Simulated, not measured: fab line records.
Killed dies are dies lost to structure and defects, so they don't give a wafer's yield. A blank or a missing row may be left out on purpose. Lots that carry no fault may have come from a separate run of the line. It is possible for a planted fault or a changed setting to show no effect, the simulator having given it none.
8D (eight disciplines) problem report, filled in by code || flow gf180mcu || the parts of the form that need people (team, actions taken, sign-off) are left out

1. WHAT IS WRONG
Across 4 wafers from 2 lots, V1_CVD_02_THK at GF_V1_THK_MEAS_03 averages 487 nm, while fault-free wafers read 851 nm with a standard deviation of 14. Measured from the usual mean, that is -26 standard deviations.
The first sign was on wafer L146.1 at day 21 15:52, on film_metro-04. The record holds 35 wafers of 12 lots with a number at this step. The rule behind "out" and "out of limits": a value lying over 4 standard deviations away from the usual mean. All remaining wafers that have a number are taken as sound.

2. WHAT THIS IS AND IS NOT
{"question": "which readings at this step", "is": "V1_CVD_02_THK", "is not": "-"}
{"question": "which lots", "is": "L146, L148", "is not": "L137, L138, L140, L141, L142, L143, L154, L155, L157, L158"}
{"question": "which wafers of those lots", "is": "L146.1, L146.5, L148.1, L148.5", "is not": "L148.3"}
{"question": "read on which gauges", "is": "film_metro-03, film_metro-04", "is not": "film_metro-02"}
{"question": "when", "is": "from day 21 15:52", "is not": "up to then (18 sound wafers); but 13 sound wafers of L148, L154, L155, L157, L158 came after"}

3. THE SUSPECTS, EACH WITH WHAT RULES IT OUT
Counting: a tool at a process step up to the reading stays a suspect if it ran every lot that is out. Sound lots after the first of them don't rule it out here, since some wafers of a struck lot are sound.
- the gauge at GF_V1_THK_MEAS_03 has been ruled out. 2 gauges (film_metro-03, film_metro-04) read the wafers that are out.
- pecvd-01 at GF_V1_CVD_02 (deposits SiO2 from TEOS, target thk 850 nm, time 94.851 s): kept. Ran every lot that is out, first one L146 (day 21 15:47); last sound lot up to then L143 (day 20 07:58).
After counting, what remains is pecvd-01 at GF_V1_CVD_02.

4. THE CAUSE (what the simulator had put in)
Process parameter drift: pecvd-01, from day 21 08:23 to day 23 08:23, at GF_V1_CVD_02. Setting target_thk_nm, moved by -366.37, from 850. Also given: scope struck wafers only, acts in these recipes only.
Only this tool survived the counting.

5. THE CHAIN OF EFFECTS, in route order
Rows list readings where the struck wafers' mean (over those with a number) sits beyond 3 standard deviations from the usual. Scope: only readings with a usual standard deviation given in the record; hours: median across lots of the time from each lot's start at the first step in this table that gives one to its start at this step; sigmas: change in usual standard deviations.
{"hours": 0, "step": "GF_V1_THK_MEAS_03", "reading": "V1_CVD_02_THK", "usual": "851 nm", "on struck wafers": 487, "change": -364, "sigmas": -26}
{"hours": 3, "step": "GF_V1_CMP_04", "reading": "time_to_endpoint_s", "usual": "78 s", "on struck wafers": 31, "change": -47, "sigmas": -7.3}
{"hours": "-", "step": "GF_V1_ETCH_17", "reading": "oes_product_au", "usual": "0.856 a.u.", "on struck wafers": 0.746, "change": -0.110, "sigmas": -22}
Process steps it contains:
- GF_V1_CMP_04: polishes SiO2.
- GF_V1_ETCH_17: etches SiO2 in C4F8/O2/Ar, stops on TiN, target depth 630 nm.

6. WHAT WOULD HAVE CAUGHT IT SOONER
Counted from the fault's start at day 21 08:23, it took 7 hours until the first out-of-limits reading at a measuring or inspecting step in this record, taken at day 21 15:52.
No tool reading at GF_V1_CVD_02 that has a usual standard deviation in the record was out on any struck wafer, so an alarm limit of 4 standard deviations on those readings would not have fired.
L148, from the lots that are out (2), started GF_V1_CVD_02 on pecvd-01 later than day 21 15:52. A hold on the tool at that time would have spared it.
